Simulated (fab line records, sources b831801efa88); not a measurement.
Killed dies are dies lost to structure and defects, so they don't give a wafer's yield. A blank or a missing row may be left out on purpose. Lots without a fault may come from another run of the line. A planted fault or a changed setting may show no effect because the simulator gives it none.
fab line records | flow sky130
record lots=7 wafers=18 last_day=50
route steps=708 shown LI_CONTACT@364 PAD_OPEN@708
lots that met no fault: from a run of the same line without faults
start_h: hours from the record's first day to the start of the lot's first wafer shown | wait_h: hours since the lot's step before | " the same as in the row above | L1.1+2: a row that stands for several wafers | - no value, or no start given | * or withheld: withheld | < > ~ a bound
route shown NAME@n: a module of which the file shows steps, and the number in the route of the first | usual: mean/standard deviation of fault-free wafers | same: alike in all rows | chamber/n: place in a boat | sites: the reading at each site | _std_site: their standard deviation | _edge_site: outer sites' mean less inner sites' | radius_mm: how far each site lies from the wafer's centre | mask NAME#n: copy n | behind: the tool/chamber that last shaped the wafer | hold: why the lot was held/for how many hours/how that ended | device: the transistor (n, p or np) that didn't switch | end of line: the same wafers' tests at the end of the route | a step without rows: its recipe alone | killed: dies lost to structure and defects at the first sort, not the wafer's yield | map: a wafer's dies, x killed, . not, _ none there
set.NAME: the setting as run; set.NAME@STEP: as run at that earlier step | model.NAME: the simulator's own value behind a step, which no gauge read
lots at some steps of the route; a table a step, a row a wafer
services: from which hour (start_h, from the record's first day; less than 0 if before it) a tool's chamber was out of use, for how many hours, and why
## steps
# step SKY_LI_CONTACT_CMP_02
# recipe material=PSG down_force_psi=4 platen_rpm=60 pad_velocity_m_s=0.94248
# usual motor_current_A=11.4/1.2 time_to_endpoint_s=32.8/2.4
# columns lot.wafer tool chamber start_h wait_h motor_current_A time_to_endpoint_s
L588.4 cmp-02 2 727.45 0.1 10.0 31.6
L588.6 " 0 " " 12.4 32.6
L591.2 cmp-01 3 729.92 0.1 11.6 30.8
L591.6 " 3 " " 11.3 30.6
L592.4 cmp-02 3 742.60 0.0 9.9 33.7
L592.5 " 3 " " 10.7 34.5
L595.3 cmp-02 1 767.46 0.3 12.3 33.3
L595.2 " 2 " " 9.4 31.6
L595.5 " 0 " " 12.4 33.5
L599.3 cmp-02 2 802.30 0.1 10.4 28.3
L599.4 " 3 " " 10.8 33.0
L599.5 " 0 " " 11.9 35.2
L602.3 cmp-01 3 822.80 0.0 11.7 30.3
L602.1 " 0 " " 13.3 33.3
L602.6 " 0 " " 12.5 34.2
L603.2 cmp-01 0 827.03 0.2 12.8 33.4
L603.5 " 1 " " 12.3 32.2
L603.6 " 2 " " 10.5 33.6
# step SKY_LI_CONTACT_BOW_MEAS_03
# recipe mode=bow
# usual LI_CONTACT_BOW=56/7
# columns lot.wafer tool chamber start_h wait_h LI_CONTACT_BOW[um]
L588.4 film_metro-03 - 727.71 0.2 51
L588.6 " - " " 53
L591.2 film_metro-02 - 730.19 0.2 50
L591.6 " - " " 50
L592.4 film_metro-03 - 742.96 0.3 53
L592.5 " - " " 66
L595.2 film_metro-01 - 767.73 0.2 47
L595.3 " - " " 56
L595.5 " - " " 55
L599.3 film_metro-01 - 802.54 0.2 48
L599.4 " - " " 54
L599.5 " - " " 61
L602.1 film_metro-02 - 823.10 0.2 61
L602.3 " - " " 52
L602.6 " - " " 55
L603.2 film_metro-01 - 827.20 0.1 67
L603.5 " - " " 56
L603.6 " - " " 56
# step SKY_LI_CONTACT_DEHYDRATE_04
# recipe temp_c=200 time_s=60
# step SKY_LI_CONTACT_HMDS_05
# recipe prime_time_s=60 prime_temp_c=120
# step SKY_LI_CONTACT_COAT_06
# recipe resist=BARC temp_c=withheld time_s=withheld spin_rpm=3000 resist_thk_nm=60
# step SKY_LI_CONTACT_COAT_07
# recipe resist=KrF-thick spin_rpm=3000 resist_thk_nm=450
# step SKY_LI_CONTACT_SOFTBAKE_08
# recipe temp_c=100 time_s=90 resist=KrF-thick
# step SKY_LI_CONTACT_EXPOSE_09
# recipe mask_id=LICM1 na=0.8 source_shape=annular sigma_inner=0.55 sigma_outer=0.85 target_cd_nm=170 dose_mj=38
# step SKY_LI_CONTACT_PEB_10
# recipe peb_temp_c=withheld peb_time_s=withheld resist=KrF-thick
# step SKY_LI_CONTACT_DEVELOP_11
# recipe develop_time_s=60 resist=KrF-thick dev_temp_c=21
# step SKY_LI_CONTACT_CD_MEAS_12
# recipe target_cd_nm=170
# usual cd_nm=170.0/1.3
# columns lot.wafer tool chamber start_h wait_h cd_nm
L588.4 cd_sem-02 - 755.76 - 170.2
L588.6 " - " " 168.6
L591.2 cd_sem-01 - 757.82 - 168.3
L591.6 " - " " 168.2
L592.4 cd_sem-02 - 769.72 - 169.2
L592.5 " - " " 167.9
L595.2 cd_sem-01 - 794.62 - 170.2
L595.3 " - " " 168.5
L595.5 " - " " 168.7
L599.3 cd_sem-02 - 829.41 - 170.0
L599.4 " - " " 169.7
L599.5 " - " " 168.6
L602.1 cd_sem-02 - 849.95 - 170.5
L602.3 " - " " 168.4
L602.6 " - " " 169.6
L603.2 cd_sem-02 - 853.92 - 171.3
L603.5 " - " " 171.3
L603.6 " - " " 170.9
# step SKY_LI_CONTACT_OVL_MEAS_13
# usual LI_CONTACT_OVL=-1/6.3
# columns lot.wafer tool chamber start_h wait_h LI_CONTACT_OVL[nm]
L588.4 overlay-02 - 755.84 0.1 3
L588.6 " - " " 6
L591.2 overlay-01 - 757.92 0.1 -2
L591.6 " - " " 4
L592.4 overlay-02 - 769.80 0.1 6
L592.5 " - " " 7
L595.2 overlay-02 - 794.72 0.1 -7
L595.3 " - " " -1
L595.5 " - " " -11
L599.3 overlay-01 - 829.51 0.1 -11
L599.4 " - " " -7
L599.5 " - " " -11
L602.1 overlay-01 - 850.07 0.1 8
L602.3 " - " " 9
L602.6 " - " " 5
L603.2 overlay-02 - 854.02 0.1 2
L603.5 " - " " 5
L603.6 " - " " 3
# step SKY_LI_CONTACT_ETCH_14
# recipe chemistry=N2/H2 target=BARC ion_energy_ev=200 source_w=500 bias_w=100 pressure_mtorr=30 n2_flow_sccm=100 h2_flow_sccm=200 stop_on=SiO2 time_s=45.9 target_depth_a=600
# usual drypump_motor_current_A=5.8/0.43 h2_flow_sccm=200.0/0.62 oes_product_au=0.854/0.0047 run_length_s=74.2/0.43 throttle_valve_pct=13.225/0.0089
# columns lot.wafer tool chamber start_h wait_h drypump_motor_current_A h2_flow_sccm oes_product_au rf_hours_counter_h run_length_s throttle_valve_pct model.KrF-thick_of_LI_CONTACT_COAT_07.thk_nm model.etch.depth_nm model.LI_CONTACT.cd_nm
L588.4 rie_diel-02 3 755.85 0.0 6.2 200.0 0.848 5 74.0 13.211 393 59.59 170.7
L588.6 " 1 " " 5.3 199.7 1.002 - 54.0 13.225 413.2 43.08 165.1
L591.2 rie_diel-02 0 757.95 0.0 5.4 199.6 0.858 7 74.3 13.216 393.9 60.15 168
L591.6 " 2 " " 5.7 199.3 0.996 - 52.9 13.236 412.4 42.66 164.3
L592.4 rie_diel-02 2 769.82 0.0 5.7 199.0 0.853 11 73.5 13.226 393.1 60.07 168.5
L592.5 " 1 " " 5.3 199.7 0.994 - 54.0 13.236 412.8 43.27 164.1
L595.2 rie_diel-03 1 794.75 0.0 6.6 200.2 0.850 12 74.4 13.225 395.9 60.1 169.7
L595.3 " 0 " " 6.1 199.5 0.855 11 73.9 13.245 396.5 60.26 168.5
L595.5 " 3 " " 5.2 199.7 0.854 - 74.9 13.213 396.5 60.03 168.3
L599.3 rie_diel-02 1 829.53 0.0 5.3 198.8 0.856 19 74.4 13.218 392 59.93 170.1
L599.4 " 2 " " 5.7 200.1 0.864 12 73.8 13.219 391.6 60.05 169.3
L599.5 " 1 " " 5.3 199.7 0.853 - 74.5 13.219 392.8 59.97 168.9
L602.1 rie_diel-02 2 850.10 0.0 5.7 200.0 0.856 12 73.5 13.208 394.8 60.12 170.1
L602.3 " 0 " " 5.5 200.3 0.855 9 73.9 13.251 393.4 60.1 167.9
L602.6 " 1 " " 5.3 199.9 0.846 - 74.6 13.224 393.4 59.81 169.4
L603.2 rie_diel-02 0 854.05 0.0 5.4 200.4 0.854 9 74.1 13.217 392.5 59.82 170.6
L603.5 " 1 " " 5.3 200.0 0.852 - 75.2 13.214 391.8 59.97 170.7
L603.6 " 0 " " 5.4 200.9 0.852 - 74.3 13.243 393.5 60.06 169.6
# step SKY_LI_CONTACT_ETCH_15
# recipe target=PSG chemistry=C4F8/O2/Ar stop_on=Si taper_deg=4.15 mask_material=KrF-thick source_w=1500 bias_w=1200 pressure_mtorr=40 c4f8_flow_sccm=withheld O2_flow_sccm=6 Ar_flow_sccm=300 time_s=withheld target_depth_a=6000
# usual oes_product_au=0.836/0.0047
# columns lot.wafer tool chamber start_h wait_h oes_product_au model.KrF-thick_of_LI_CONTACT_COAT_07.thk_nm model.LI_CONTACT.cd_nm
L588.4 rie_diel-02 3 755.90 0.0 0.833 230.1 169.8
L588.6 " 1 " " 0.830 253.4 165.3
L591.2 rie_diel-02 0 758.00 0.0 0.834 233.5 167.6
L591.6 " 2 " " 0.837 252 164.3
L592.4 rie_diel-02 2 769.86 0.0 0.829 233.9 168.1
L592.5 " 1 " " 0.834 253.6 163.9
L595.2 rie_diel-03 1 794.80 0.0 0.831 234.2 169.5
L595.3 " 0 " " 0.835 235.5 168
L595.5 " 3 " " 0.830 239.1 167.8
L599.3 rie_diel-02 1 829.57 0.0 0.838 229.1 170
L599.4 " 2 " " 0.840 228 168.7
L599.5 " 1 " " 0.837 229.6 168.6
L602.1 rie_diel-02 2 850.15 0.0 0.838 234.8 170.1
L602.3 " 0 " " 0.832 234.5 167.5
L602.6 " 1 " " 0.833 231.8 169.5
L603.2 rie_diel-02 0 854.10 0.0 0.839 231.4 170.3
L603.5 " 1 " " 0.838 229.5 170.6
L603.6 " 0 " " 0.833 233.5 169.1
# step SKY_LI_CONTACT_STRIP_16
# recipe chemistry=O2/N2 power_w=1400 pressure_mtorr=1500 platen_temp_c=withheld o2_flow_sccm=3000 n2_flow_sccm=300 overash_fraction=0.5
# usual drypump_motor_current_A=5.5/0.44 oes_product_au=0.376/0.0044 strip_time_to_endpoint_s=3.50/0.033
# columns lot.wafer tool chamber start_h wait_h drypump_motor_current_A oes_product_au rf_hours_counter_h strip_time_to_endpoint_s
L588.4 plasma_asher-02 1 756.02 - 5.7 0.371 - 3.48
L588.6 " 0 " " 5.0 0.387 - 3.71
L591.2 plasma_asher-04 1 758.08 - 5.8 0.373 96 3.53
L591.6 " 0 " " 5.1 0.389 - 3.73
L592.4 plasma_asher-01 1 769.98 - 5.0 0.372 - 3.53
L592.5 " 1 " " 5.0 0.388 - 3.73
L595.2 plasma_asher-02 0 794.88 - 5.0 0.380 5 3.53
L595.3 " 0 " " 5.0 0.376 - 3.55
L595.5 " 1 " " 5.7 0.380 - 3.56
L599.3 plasma_asher-04 1 829.69 - 5.9 0.376 - 3.47
L599.4 " 0 " " 5.1 0.370 - 3.45
L599.5 " 1 " " 5.9 0.371 - 3.47
L602.1 plasma_asher-01 1 850.23 - 5.0 0.375 40 3.53
L602.3 " 0 " " 6.1 0.370 - 3.52
L602.6 " 1 " " 5.0 0.374 - 3.50
L603.2 plasma_asher-01 0 854.18 - 6.1 0.376 40 3.50
L603.5 " 0 " " 6.1 0.370 - 3.47
L603.6 " 1 " " 5.0 0.382 - 3.51
# step SKY_LI_CONTACT_CLEAN_17
# recipe chemistry=NMP time_s=600 temp_c=60 dry=n2_spin
# step SKY_PAD_OPEN_PROBE_99
# usual killed_at_M0_to_M3=43/6.6 killed_at_M4_up=2.9/1.6 killed_at_contacts=24/4.9 killed_at_front_end=15/4.5 killed_at_other=0.2/0.45 killed_dies=86/8.8 killed_open=48/6.4 killed_short=38/5.6
# same gross_dies=492 killed_at_back_side=0
# columns lot.wafer tool chamber start_h wait_h killed_at_M0_to_M3 killed_at_M4_up killed_at_contacts killed_at_front_end killed_at_other killed_dies killed_open killed_short model.etest.licon_pdiff.rc_ohm model.etest.licon_high_po.rc_ohm model.etest.licon_ndiff.rc_ohm model.etest.sonos_uncharged.r_on_ohm_um model.etest.licon_poly.rc_ohm
L588.4 prober-01 - 1137.08 0.2 53 3 27 11 0 94 57 37 571 346.5 181.4 842.1 146.1
L588.6 prober-01 - 1137.18 0.2 53 3 27 11 0 94 46 48 663.4 388 209.7 850.3 171
L591.2 prober-02 - 1140.08 0.1 45 6 15 17 0 83 45 38 598 353.3 184.7 799.6 154.3
L591.6 prober-02 - 1140.28 0.2 38 2 29 13 0 82 46 36 629.3 375 205.6 817.8 161.3
L592.4 prober-02 - 1149.73 0.2 52 4 24 16 0 96 53 43 593.8 351.7 186.6 814.3 159.5
L592.5 prober-02 - 1149.78 0.2 35 5 27 12 0 79 42 37 648.6 360 199.8 826.2 167.3
L595.2 prober-02 - 1162.83 0.1 42 2 18 19 1 82 52 30 566.8 338.5 190.3 823.7 152.1
L595.3 prober-02 - 1162.88 0.2 48 5 30 12 1 96 54 42 582.9 343.9 188.6 822.6 152.2
L595.5 prober-02 - 1162.98 0.2 43 0 26 18 1 88 51 37 610.4 354.8 189.1 815 155.7
L599.3 prober-02 - 1186.23 0.2 46 3 20 16 0 85 43 42 565.5 352.3 180.7 835.7 150.5
L599.4 prober-02 - 1186.28 0.2 45 3 32 21 0 101 60 41 579 355.3 180.8 828.3 156.8
L599.5 prober-02 - 1186.33 0.2 53 3 29 13 0 98 57 41 590.8 351.7 185.7 819.3 156.2
L602.1 prober-01 - 1202.84 0.1 39 1 27 13 0 80 45 35 588.6 346.8 181.3 812.3 158.3
L602.3 prober-01 - 1202.94 0.2 53 1 24 14 1 93 53 40 605.4 370.6 187.8 822.9 158.8
L602.6 prober-01 - 1203.09 0.2 55 0 30 11 0 96 55 41 582.5 351.6 179.9 807.5 155.6
L603.2 prober-02 - 1203.83 0.1 27 2 21 6 0 56 31 25 568.8 371.4 182.7 825.8 151.7
L603.5 prober-02 - 1203.98 0.2 44 6 29 5 0 84 49 35 569.1 348.3 180.6 814.3 153
L603.6 prober-02 - 1204.03 0.2 34 2 26 9 0 71 35 36 591 343 183.7 809 152.1
# killed by level:class
L588.4 VIA1:geometric_particle:open=15 LI_CONTACT:geometric_particle:open=10 VIA1:geometric_particle:short=7 METAL2:geometric_particle:short=7 CONTACT:geometric_particle:open=6 VIA3:geometric_particle:open=6 METAL2:geometric_particle:open=5 VIA3:geometric_particle:short=5
L588.6 VIA1:geometric_particle:open=11 LI_CONTACT:geometric_particle:open=8 VIA3:geometric_particle:open=8 METAL3:geometric_particle:short=7 METAL1:geometric_particle:short=7 CONTACT:geometric_particle:open=7 CONTACT:geometric_particle:short=5 FIELD_ISO:geometric_particle:short=4
L591.2 VIA1:geometric_particle:open=11 VIA2:geometric_particle:open=8 FIELD_ISO:geometric_particle:short=6 LI_CONTACT:geometric_particle:open=6 VIA3:geometric_particle:open=6 METAL2:geometric_particle:short=5 VIA3:geometric_particle:short=5 FIELD_ISO:geometric_particle:open=4
L591.6 LI_CONTACT:geometric_particle:open=10 CONTACT:geometric_particle:open=10 VIA1:geometric_particle:open=8 FIELD_ISO:geometric_particle:short=7 VIA3:geometric_particle:open=6 METAL1:geometric_particle:short=5 VIA1:geometric_particle:short=5 LI_CONTACT:geometric_particle:short=4
L592.4 VIA1:geometric_particle:open=13 VIA3:geometric_particle:open=9 METAL2:geometric_particle:short=7 CONTACT:geometric_particle:short=7 LI_CONTACT:geometric_particle:open=6 CONTACT:geometric_particle:open=6 VIA2:geometric_particle:open=6 FIELD_ISO:geometric_particle:open=4
L592.5 LI_CONTACT:geometric_particle:open=9 VIA3:geometric_particle:open=8 CONTACT:geometric_particle:open=7 METAL2:geometric_particle:short=7 METAL4:geometric_particle:short=5 VIA2:geometric_particle:open=5 FIELD_ISO:geometric_particle:short=4 CONTACT:geometric_particle:short=4
L595.2 VIA1:geometric_particle:open=14 FIELD_ISO:geometric_particle:open=7 VIA2:geometric_particle:open=6 CONTACT:geometric_particle:open=6 FIELD_ISO:geometric_particle:short=5 LI_CONTACT:geometric_particle:open=5 CONTACT:geometric_particle:short=5 VIA3:geometric_particle:short=5
L595.3 CONTACT:geometric_particle:open=14 VIA2:geometric_particle:open=10 VIA1:geometric_particle:open=8 VIA3:geometric_particle:short=7 LI_CONTACT:geometric_particle:open=6 FIELD_ISO:geometric_particle:short=5 CONTACT:geometric_particle:short=5 METAL2:geometric_particle:short=5
L595.5 VIA2:geometric_particle:open=14 CONTACT:geometric_particle:open=13 CONTACT:geometric_particle:short=8 FIELD_ISO:geometric_particle:short=6 VIA1:geometric_particle:open=6 VIA2:geometric_particle:short=5 VIA3:geometric_particle:open=5 METAL1:geometric_particle:short=4
L599.3 VIA1:geometric_particle:open=13 VIA1:geometric_particle:short=9 VIA2:geometric_particle:open=6 FIELD_ISO:geometric_particle:short=5 METAL2:geometric_particle:short=5 LI_CONTACT:geometric_particle:open=5 LOCAL_INTERCONNECT:geometric_particle:short=5 CONTACT:geometric_particle:open=4
L599.4 CONTACT:geometric_particle:open=14 VIA1:geometric_particle:open=12 VIA3:geometric_particle:open=9 METAL2:geometric_particle:short=7 LOCAL_INTERCONNECT:geometric_particle:short=7 FIELD_ISO:geometric_particle:open=6 LI_CONTACT:geometric_particle:open=6 FIELD_ISO:geometric_particle:short=4
L599.5 LI_CONTACT:geometric_particle:open=12 VIA3:geometric_particle:open=11 VIA2:geometric_particle:open=9 VIA1:geometric_particle:open=8 FIELD_ISO:geometric_particle:open=6 VIA1:geometric_particle:short=6 CONTACT:geometric_particle:open=6 METAL1:geometric_particle:short=6
L602.1 VIA1:geometric_particle:open=14 CONTACT:geometric_particle:open=8 LI_CONTACT:geometric_particle:open=7 FIELD_ISO:geometric_particle:short=6 METAL1:geometric_particle:short=6 CONTACT:geometric_particle:short=5 VIA1:geometric_particle:short=4 FIELD_ISO:geometric_particle:open=3
L602.3 VIA1:geometric_particle:open=16 CONTACT:geometric_particle:open=8 FIELD_ISO:geometric_particle:short=6 VIA2:geometric_particle:short=6 LOCAL_INTERCONNECT:geometric_particle:short=6 VIA3:geometric_particle:open=6 VIA2:geometric_particle:open=6 CONTACT:geometric_particle:short=4
L602.6 CONTACT:geometric_particle:open=11 VIA1:geometric_particle:open=11 VIA2:geometric_particle:open=10 METAL2:geometric_particle:short=8 VIA3:geometric_particle:open=8 LI_CONTACT:geometric_particle:open=6 METAL1:geometric_particle:short=6 LOCAL_INTERCONNECT:geometric_particle:short=5
L603.2 VIA1:geometric_particle:open=7 LI_CONTACT:geometric_particle:open=6 VIA2:geometric_particle:open=6 CONTACT:geometric_particle:open=5 LI_CONTACT:geometric_particle:short=4 METAL1:geometric_particle:short=4 LOCAL_INTERCONNECT:geometric_particle:short=3 VIA1:geometric_particle:short=3
L603.5 VIA1:geometric_particle:open=14 CONTACT:geometric_particle:open=10 VIA2:geometric_particle:open=10 LI_CONTACT:geometric_particle:open=9 VIA1:geometric_particle:short=6 METAL4:geometric_particle:short=5 LOCAL_INTERCONNECT:geometric_particle:short=4 METAL1:geometric_particle:short=4
L603.6 CONTACT:geometric_particle:open=11 VIA1:geometric_particle:open=8 CONTACT:geometric_particle:short=6 METAL2:geometric_particle:short=6 VIA3:geometric_particle:open=5 LI_CONTACT:geometric_particle:short=4 LI_CONTACT:geometric_particle:open=4 VIA2:geometric_particle:short=4
## services
# columns tool chamber start_h hours kind
plasma_asher-04 - 703.91 2.8 pm
cmp-02 - 710.32 1.0 repair
rie_diel-02 3 724.93 6.5 repair
cmp-02 - 731.66 4.1 pm
plasma_asher-02 - 733.75 9.0 pm
plasma_asher-01 - 735.68 1.2 repair
rie_diel-02 0 742.45 4.2 repair
cmp-01 - 744.00 4.0 pm
cmp-01 - 748.00 - consumable_replace:conditioner
cmp-01 - 748.00 - consumable_replace:pad
rie_diel-03 - 749.70 0.8 repair
plasma_asher-02 - 762.01 2.1 repair
cmp-01 - 766.01 3.7 pm
rie_diel-02 - 795.79 0.6 repair
rie_diel-03 - 796.76 0.3 repair
rie_diel-03 2 801.25 - clean
rie_diel-03 2 801.25 12.5 scheduled_down
cmp-02 - 805.09 4.1 repair
cmp-02 - 811.65 0.3 repair
rie_diel-02 - 815.16 4.3 pm
rie_diel-03 1 818.20 15.2 repair
cmp-02 - 820.57 6.8 repair
cmp-02 - 834.81 2.2 repair
plasma_asher-02 - 844.87 4.4 repair
## key
first_sign step=SKY_LI_CONTACT_ETCH_14 reading=run_length_s direction=down sigmas=48 usual=* struck=*
effect step=SKY_LI_CONTACT_ETCH_14 reading=oes_product_au direction=up sigmas=30 usual=0.854 struck=0.997
effect step=SKY_LI_CONTACT_STRIP_16 reading=strip_time_to_endpoint_s direction=up sigmas=6.8 usual=* struck=*
model_effect step=SKY_LI_CONTACT_ETCH_14 value=KrF-thick_of_LI_CONTACT_COAT_07.thk_nm without=393.7 struck=412.8
model_effect step=SKY_LI_CONTACT_ETCH_15 value=KrF-thick_of_LI_CONTACT_COAT_07.thk_nm without=233.8 struck=253
model_effect step=SKY_PAD_OPEN_PROBE_99 value=etest.licon_pdiff.rc_ohm without=587.2 struck=647.1
met_at SKY_LI_CONTACT_ETCH_14
struck_wafers L588.6,L591.6,L592.5
tester_left_out L588,L591,L592
fault kind=process_parameter_drift tool=rie_diel-02 chamber=- onset_h=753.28 steps=SKY_LI_CONTACT_ETCH_14 channel=time_s offset=* shape=step end_h=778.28 scope=struck_wafers_only acts_in=* stated=*
# tester_left_out: of these lots the tester's yield and bins aren't shown, on N5 and GAA mostly nor the transistor test; their killed dies are dies lost to structure and defects alone, not to doping, threshold or leakage, so they don't give the yield
